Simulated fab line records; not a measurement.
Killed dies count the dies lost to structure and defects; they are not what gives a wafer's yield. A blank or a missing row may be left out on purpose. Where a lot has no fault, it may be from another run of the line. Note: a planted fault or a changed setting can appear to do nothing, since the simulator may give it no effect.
fab line records	flow gf180mcu
[record] lots = 6	wafers = 18	last_day = 34
route steps=602 shown V4@476
lots with no fault: from the same line, run without faults
start_h: hours from the record's opening day to when the first of the lot's shown wafers began	wait_h: time in hours since the lot's previous step	" same as the row above	L1.1+2: a single row standing in for several wafers	- no value, or no start given	* or withheld: withheld	< > ~ a bound
route shown NAME@n: a module of which the file shows steps, and the number in the route of the first	usual: mean/standard deviation of fault-free wafers	same: alike in all rows	chamber/n: place in a boat	sites: per-site readings	_std_site: standard deviation across them	_edge_site: inner sites' mean taken away from outer sites' mean	radius_mm: for every site, how far away it sits from the centre of the wafer	mask NAME#n: copy n	behind: tool/chamber where the wafer was last shaped	hold: why the lot was held/for how many hours/how that ended	device: the n, p or np transistor that did not switch	end of line: the route-end tests of the same wafers	a step without rows: its recipe alone	killed: dies lost to structure and defects at the first sort, not the wafer's yield	map: per-die view of a wafer (x killed, . not killed, _ where there is no die)
set.NAME: the run value of the setting; set.NAME@STEP: its run value at that earlier step	model.NAME: the simulator's own value behind a step, which no gauge read
certain route steps with their lots: each step a table, each wafer a row
services: from which hour (start_h, from the record's first day; less than 0 if before it) a tool's chamber was out of use, for how many hours, and why
[[steps]]
[step GF_V4_CVD_00]
[recipe] material = SiO2	target_thk_nm = 600	sigma_open_frac = 0.3	temp_c = 400	time_s = 100	sih4_flow_sccm = 60	pressure_mtorr = 6
[step GF_V4_THK_MEAS_01]
[recipe] reads = SiO2_of_V4_CVD_00
[usual] V4_CVD_00_THK = 598/5.2
lot.wafer	tool	chamber	start_h	wait_h	V4_CVD_00_THK[nm]
L902.1	film_metro-03	-	604.98	0.0	597
L902.5	"	-	"	"	599
L902.6	"	-	"	"	603
L903.3	film_metro-01	-	609.21	0.1	597
L903.4	"	-	"	"	596
L903.5	"	-	"	"	599
L907.2	film_metro-01	-	641.06	0.0	590
L907.4	"	-	"	"	591
L907.5	"	-	"	"	594
L908.1	film_metro-03	-	648.22	0.0	594
L908.2	"	-	"	"	600
L908.4	"	-	"	"	600
L909.1	film_metro-02	-	655.48	0.0	603
L909.3	"	-	"	"	599
L909.6	"	-	"	"	598
L917.1	film_metro-01	-	711.26	0.0	592
L917.2	"	-	"	"	600
L917.5	"	-	"	"	594
[step GF_V4_CVD_02]
[recipe] material = SiO2	target_thk_nm = 850	precursor = TEOS	temp_c = 400	time_s = 94.851	rf_w = 600
[usual] heater_power_outer_w = 388/79	heater_power_w = 671/110	rf_fwd_power_W = 596.8/1.9
lot.wafer	tool	chamber	start_h	wait_h	heater_power_outer_w	heater_power_w	rf_fwd_power_W
L902.1	pecvd-01	0	605.04	0.1	441	792	596.3
L902.5	"	2	"	"	582	906	596.4
L902.6	"	0	"	"	333	626	593.1
L903.3	pecvd-04	2	609.25	0.0	306	523	597.4
L903.4	"	1	"	"	406	744	597.1
L903.5	"	0	"	"	375	685	595.0
L907.2	pecvd-04	2	641.11	0.0	342	561	593.9
L907.4	"	1	"	"	404	727	596.0
L907.5	"	0	"	"	388	704	598.7
L908.1	pecvd-02	0	648.28	0.1	299	542	596.5
L908.2	"	2	"	"	516	815	596.9
L908.4	"	0	"	"	324	566	598.1
L909.1	pecvd-04	1	655.54	0.1	389	704	599.1
L909.3	"	0	"	"	400	733	596.8
L909.6	"	2	"	"	318	520	596.8
L917.1	pecvd-04	2	711.32	0.1	308	528	595.1
L917.2	"	1	"	"	307	612	595.3
L917.5	"	2	"	"	337	560	596.4
[step GF_V4_THK_MEAS_03]
[recipe] reads = SiO2_of_V4_CVD_02
[usual] V4_CVD_02_THK = 851/11
lot.wafer	tool	chamber	start_h	wait_h	V4_CVD_02_THK[nm]
L902.1	film_metro-03	-	605.11	0.0	848
L902.5	"	-	"	"	861
L902.6	"	-	"	"	871
L903.3	film_metro-03	-	609.34	0.1	828
L903.4	"	-	"	"	836
L903.5	"	-	"	"	845
L907.2	film_metro-02	-	641.19	0.0	846
L907.4	"	-	"	"	839
L907.5	"	-	"	"	857
L908.1	film_metro-01	-	648.35	0.0	831
L908.2	"	-	"	"	831
L908.4	"	-	"	"	847
L909.1	film_metro-01	-	655.61	0.0	842
L909.3	"	-	"	"	841
L909.6	"	-	"	"	855
L917.1	film_metro-03	-	711.39	0.0	848
L917.2	"	-	"	"	849
L917.5	"	-	"	"	864
[step GF_V4_CMP_04]
[recipe] material = SiO2	down_force_psi = 4	platen_rpm = 60	pad_velocity_m_s = 0.94248
[usual] motor_current_A = 11.8/1.2	platen_rpm = 59.99/0.039	slurry_filter_dp_kPa = 13.50/0.13	time_to_endpoint_s = 79/5.6
lot.wafer	tool	chamber	start_h	wait_h	motor_current_A	platen_rpm	slurry_filter_dp_kPa	time_to_endpoint_s
L902.1	cmp-01	1	605.37	0.3	10.0	60.02	13.32	83
L902.6	"	1	"	"	9.8	60.00	13.78	89
L902.5	"	2	"	"	12.1	60.10	13.72	76
L903.3	cmp-02	0	609.38	0.0	11.5	59.98	13.36	66
L903.4	"	2	"	"	13.1	59.97	13.54	72
L903.5	"	0	"	"	11.1	59.99	13.68	73
L907.2	cmp-02	3	641.24	0.0	10.4	59.97	13.28	79
L907.4	"	2	"	"	12.5	60.07	13.49	77
L907.5	"	0	"	"	11.7	59.96	13.45	81
L908.2	cmp-02	1	648.46	0.1	12.0	60.00	13.34	74
L908.1	"	2	"	"	12.8	59.97	13.61	73
L908.4	"	3	"	"	10.3	59.96	13.39	82
L909.1	cmp-02	0	655.72	0.1	11.0	59.98	13.58	72
L909.3	"	1	"	"	11.9	60.00	13.46	74
L909.6	"	0	"	"	11.5	59.98	13.53	76
L917.2	cmp-01	2	711.45	0.0	12.7	59.95	13.49	79
L917.1	"	3	"	"	13.4	60.01	13.55	80
L917.5	"	2	"	"	12.0	59.98	13.47	87
[step GF_V4_BOW_MEAS_05]
[recipe] mode = bow
[usual] V4_BOW = 135/10
lot.wafer	tool	chamber	start_h	wait_h	V4_BOW[um]
L902.1	film_metro-03	-	605.67	0.2	140
L902.5	"	-	"	"	143
L902.6	"	-	"	"	143
L903.3	film_metro-03	-	609.72	0.3	148
L903.4	"	-	"	"	145
L903.5	"	-	"	"	148
L907.2	film_metro-02	-	641.56	0.3	146
L907.4	"	-	"	"	152
L907.5	"	-	"	"	140
L908.1	film_metro-01	-	648.71	0.1	120
L908.2	"	-	"	"	136
L908.4	"	-	"	"	118
L909.1	film_metro-02	-	655.97	0.2	128
L909.3	"	-	"	"	145
L909.6	"	-	"	"	144
L917.1	film_metro-03	-	711.75	0.2	140
L917.2	"	-	"	"	141
L917.5	"	-	"	"	133
[step GF_V4_DEHYDRATE_06]
[recipe] temp_c = 200	time_s = 60
[step GF_V4_HMDS_07]
[recipe] prime_time_s = 60	prime_temp_c = 120
[step GF_V4_COAT_08]
[recipe] resist = BARC	temp_c = withheld	time_s = withheld	spin_rpm = withheld	resist_thk_nm = withheld
[step GF_V4_COAT_09]
[recipe] resist = KrF	spin_rpm = withheld	resist_thk_nm = 1000
[step GF_V4_SOFTBAKE_10]
[recipe] temp_c = 130	time_s = 60	resist = KrF
[step GF_V4_EXPOSE_11]
[recipe] mask_id = Via4	target_cd_nm = 260	na = 0.68	source_shape = conventional	sigma_outer = 0.6	dose_mj = 38
[step GF_V4_PEB_12]
[recipe] peb_temp_c = 135	peb_time_s = 90	resist = KrF
[usual] heater_power_total_W = 85.70/0.077	plate_temp_C = 135.04/0.12
lot.wafer	tool	chamber	start_h	wait_h	heater_power_total_W	plate_temp_C
L902.1	litho_track-04	0	625.89	-	85.73	135.23
L902.5	"	0	"	"	85.59	135.04
L902.6	"	0	"	"	85.67	135.11
L903.3	litho_track-02	0	630.81	-	85.65	135.04
L903.4	"	0	"	"	85.73	135.07
L903.5	"	0	"	"	85.75	134.96
L907.2	litho_track-01	0	661.08	-	85.78	135.05
L907.4	"	0	"	"	85.70	135.26
L907.5	"	0	"	"	85.69	135.22
L908.1	litho_track-04	0	667.99	-	83.94	132.90
L908.2	"	0	"	"	83.88	132.96
L908.4	"	0	"	"	84.01	132.87
L909.1	litho_track-04	0	674.69	-	83.97	132.82
L909.3	"	0	"	"	83.94	132.89
L909.6	"	0	"	"	83.99	133.01
L917.1	litho_track-02	0	729.99	-	85.82	134.88
L917.2	"	0	"	"	85.60	134.95
L917.5	"	0	"	"	85.55	135.03
[step GF_V4_DEVELOP_13]
[recipe] develop_time_s = 60	resist = KrF	dev_temp_c = 21
[step GF_V4_CD_MEAS_14]
[recipe] target_cd_nm = 260
[usual] cd_nm = 259.8/1.3
lot.wafer	tool	chamber	start_h	wait_h	cd_nm
L902.1	cd_sem-01	-	626.24	0.1	260.2
L902.5	"	-	"	"	260.5
L902.6	"	-	"	"	260.5
L903.3	cd_sem-01	-	631.13	0.1	261.2
L903.4	"	-	"	"	261.4
L903.5	"	-	"	"	261.3
L907.2	cd_sem-01	-	661.42	0.1	259.6
L907.4	"	-	"	"	259.2
L907.5	"	-	"	"	259.5
L908.1	cd_sem-01	-	668.34	0.1	253.5
L908.2	"	-	"	"	254.5
L908.4	"	-	"	"	254.3
L909.1	cd_sem-01	-	675.04	0.1	254.3
L909.3	"	-	"	"	254.2
L909.6	"	-	"	"	255.1
L917.1	cd_sem-02	-	730.34	0.1	260.1
L917.2	"	-	"	"	258.7
L917.5	"	-	"	"	258.3
[step GF_V4_OVL_MEAS_15]
[usual] V4_OVL = -3/5.3
lot.wafer	tool	chamber	start_h	wait_h	V4_OVL[nm]
L902.1	overlay-02	-	626.36	0.1	-2
L902.5	"	-	"	"	-2
L902.6	"	-	"	"	-5
L903.3	overlay-01	-	631.22	0.1	-3
L903.4	"	-	"	"	-1
L903.5	"	-	"	"	-3
L907.2	overlay-02	-	661.52	0.1	-8
L907.4	"	-	"	"	-8
L907.5	"	-	"	"	-8
L908.1	overlay-02	-	668.46	0.1	-5
L908.2	"	-	"	"	4
L908.4	"	-	"	"	0
L909.1	overlay-02	-	675.16	0.1	-13
L909.3	"	-	"	"	-10
L909.6	"	-	"	"	-6
L917.1	overlay-01	-	730.46	0.1	-4
L917.2	"	-	"	"	-2
L917.5	"	-	"	"	-10
[step GF_V4_ETCH_16]
[recipe] chemistry = N2/H2	target_depth_a = withheld	overetch_a = withheld	time_s = withheld	target = BARC	ion_energy_ev = 200	source_w = 500	bias_w = 100	pressure_mtorr = 30	n2_flow_sccm = 100	h2_flow_sccm = 200
[usual] bias_w = 100.0/0.31	drypump_motor_current_A = 5.9/0.39	oes_product_au = 0.856/0.0047	rf_fwd_power_W = 495.6/2	throttle_valve_pct = 13.224/0.0087
lot.wafer	tool	chamber	start_h	wait_h	bias_w	drypump_motor_current_A	oes_product_au	rf_fwd_power_W	throttle_valve_pct	model.V4.cd_nm
L902.1	rie_diel-03	0	626.40	0.0	100.2	6.2	0.851	496.4	13.209	260.6
L902.5	"	2	"	"	100.2	5.9	0.854	497.0	13.211	260.4
L902.6	"	1	"	"	100.1	5.6	0.849	497.4	13.223	261.5
L903.3	rie_diel-03	2	631.25	0.0	99.6	5.8	0.858	493.0	13.213	261
L903.4	"	1	"	"	100.3	5.6	0.857	499.5	13.233	261.9
L903.5	"	1	"	"	100.1	5.6	0.863	496.1	13.231	261.3
L907.2	rie_diel-03	3	661.55	0.0	99.9	6.5	0.853	493.4	13.240	259
L907.4	"	0	"	"	99.7	6.2	0.857	499.0	13.229	259.3
L907.5	"	2	"	"	100.0	5.8	0.850	496.4	13.231	259.4
L908.1	rie_diel-04	0	668.50	0.0	99.7	6.1	0.852	494.3	13.211	253
L908.2	"	1	"	"	99.8	5.6	0.857	497.7	13.233	255
L908.4	"	0	"	"	99.6	6.0	0.851	494.1	13.218	254.2
L909.1	rie_diel-04	2	675.20	0.0	99.9	6.6	0.849	493.5	13.209	254
L909.3	"	0	"	"	100.4	6.0	0.856	490.3	13.239	254
L909.6	"	2	"	"	99.8	6.6	0.855	493.4	13.213	254.9
L917.1	rie_diel-01	2	730.50	0.0	100.1	5.9	0.858	495.8	13.229	259.5
L917.2	"	1	"	"	99.9	6.3	0.856	498.6	13.216	258
L917.5	"	0	"	"	99.9	5.8	0.860	496.9	13.220	258.4
[step GF_V4_ETCH_17]
[recipe] chemistry = C4F8/O2/Ar	mask_material = KrF	target = SiO2	stop_on = TiN	source_w = 1500	bias_w = 1200	pressure_mtorr = 40	c4f8_flow_sccm = withheld	O2_flow_sccm = 6	Ar_flow_sccm = 300	time_s = withheld	target_depth_a = 6300
[usual] bias_w = 1200/3.4	oes_product_au = 0.855/0.0049	rf_fwd_power_W = 1493/5
lot.wafer	tool	chamber	start_h	wait_h	bias_w	oes_product_au	rf_fwd_power_W	model.V4.cd_nm
L902.1	rie_diel-03	0	-	-	1202	0.853	1494	260.3
L902.5	"	2	"	"	1206	0.843	1488	260.5
L902.6	"	1	"	"	1202	0.857	1501	261.9
L903.3	rie_diel-03	2	-	-	1204	0.849	1507	261.3
L903.4	"	1	"	"	1200	0.858	1496	261.9
L903.5	"	1	"	"	1197	0.859	1506	261.7
L907.2	rie_diel-03	3	-	-	1196	0.857	1495	259
L907.4	"	0	"	"	1197	0.851	1488	259.1
L907.5	"	2	"	"	1191	0.862	1493	259.3
L908.1	rie_diel-04	0	-	-	1197	0.856	1491	253.3
L908.2	"	1	"	"	1201	0.861	1487	255.1
L908.4	"	0	"	"	1203	0.852	1490	254.7
L909.1	rie_diel-04	2	-	-	1197	0.861	1495	254
L909.3	"	0	"	"	1208	0.855	1485	254.1
L909.6	"	2	"	"	1202	0.850	1494	255.4
L917.1	rie_diel-01	2	-	-	1197	0.849	1487	259.4
L917.2	"	1	"	"	1199	0.855	1504	258
L917.5	"	0	"	"	1200	0.852	1490	259
[step GF_V4_STRIP_18]
[recipe] chemistry = O2/N2	power_w = 1400	pressure_mtorr = 1500	platen_temp_c = 250	o2_flow_sccm = 3000	n2_flow_sccm = 300	overash_fraction = 0.5
[usual] drypump_motor_current_A = 5.4/0.45	heater_power_w = 322/38	oes_product_au = 0.593/0.005
lot.wafer	tool	chamber	start_h	wait_h	drypump_motor_current_A	heater_power_w	oes_product_au	rf_hours_counter_h
L902.1	plasma_asher-04	1	626.53	-	5.4	327	0.588	20
L902.5	"	1	"	"	5.4	331	0.595	-
L902.6	"	0	"	"	4.9	390	0.589	-
L903.3	plasma_asher-04	1	631.41	-	5.4	333	0.588	-
L903.4	"	0	"	"	4.9	380	0.593	-
L903.5	"	0	"	"	5.0	390	0.591	-
L907.2	plasma_asher-02	0	661.68	-	4.9	313	0.587	60
L907.4	"	0	"	"	4.9	311	0.593	-
L907.5	"	1	"	"	5.7	255	0.591	-
L908.1	plasma_asher-02	0	668.63	-	4.9	306	0.590	61
L908.2	"	1	"	"	5.7	259	0.590	61
L908.4	"	1	"	"	5.7	266	0.595	-
L909.1	plasma_asher-04	1	675.33	-	5.4	339	0.593	25
L909.3	"	0	"	"	4.9	385	0.595	-
L909.6	"	1	"	"	5.4	325	0.591	-
L917.1	plasma_asher-02	1	730.62	-	5.7	261	0.594	67
L917.2	"	0	"	"	4.9	309	0.581	67
L917.5	"	0	"	"	4.9	308	0.597	-
[[services]]
tool	chamber	start_h	hours	kind
pecvd-04	-	591.12	14.0	pm
pecvd-04	0	591.12	14.0	vent_cycle
pecvd-04	1	591.12	14.0	vent_cycle
cmp-01	-	596.73	1.4	repair
cmp-02	-	601.28	6.5	pm
cmp-01	-	607.81	5.0	pm
pecvd-04	0	616.61	3.4	repair
cmp-02	-	617.27	0.8	repair
rie_diel-04	0	620.75	5.5	repair
pecvd-01	-	627.10	2.8	pm
rie_diel-01	1	651.89	8.2	repair
rie_diel-04	-	659.96	1.2	repair
rie_diel-04	3	663.32	5.7	repair
rie_diel-03	0	671.70	2.2	repair
cmp-02	-	675.25	0.8	repair
cmp-01	-	697.51	0.7	repair
rie_diel-01	3	697.67	7.1	repair
cmp-02	-	697.79	1.9	repair
plasma_asher-02	-	699.55	3.7	repair
rie_diel-01	1	702.41	4.1	repair
rie_diel-01	0	702.66	5.4	repair
cmp-01	-	720.29	1.8	repair
plasma_asher-04	-	721.12	2.8	pm
rie_diel-01	3	727.50	10.2	repair
[[key]]
[first_sign] step = GF_V4_PEB_12	reading = heater_power_total_W	direction = down	sigmas = 23	usual = 85.70	struck = 83.96
[effect] step = GF_V4_PEB_12	reading = plate_temp_C	direction = down	sigmas = 18	usual = *	struck = *
[effect] step = GF_V4_CD_MEAS_14	reading = cd_nm	direction = down	sigmas = 4.1	usual = 259.8	struck = 254.3
[model_effect] step = GF_V4_ETCH_16	value = V4.cd_nm	without = 260.7	struck = 254.2
[model_effect] step = GF_V4_ETCH_17	value = V4.cd_nm	without = 261	struck = 254.4
met_at GF_V4_PEB_12
struck_wafers L908.1,L908.2,L908.4,L909.1,L909.3,L909.6
onset_between 625.89 667.99
[fault] kind = process_parameter_drift	tool = litho_track-04	chamber = -	onset_h = 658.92	steps = GF_V4_PEB_12	channel = peb_temp_c	offset = *	shape = step	end_h = 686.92	acts_in = *	stated = *
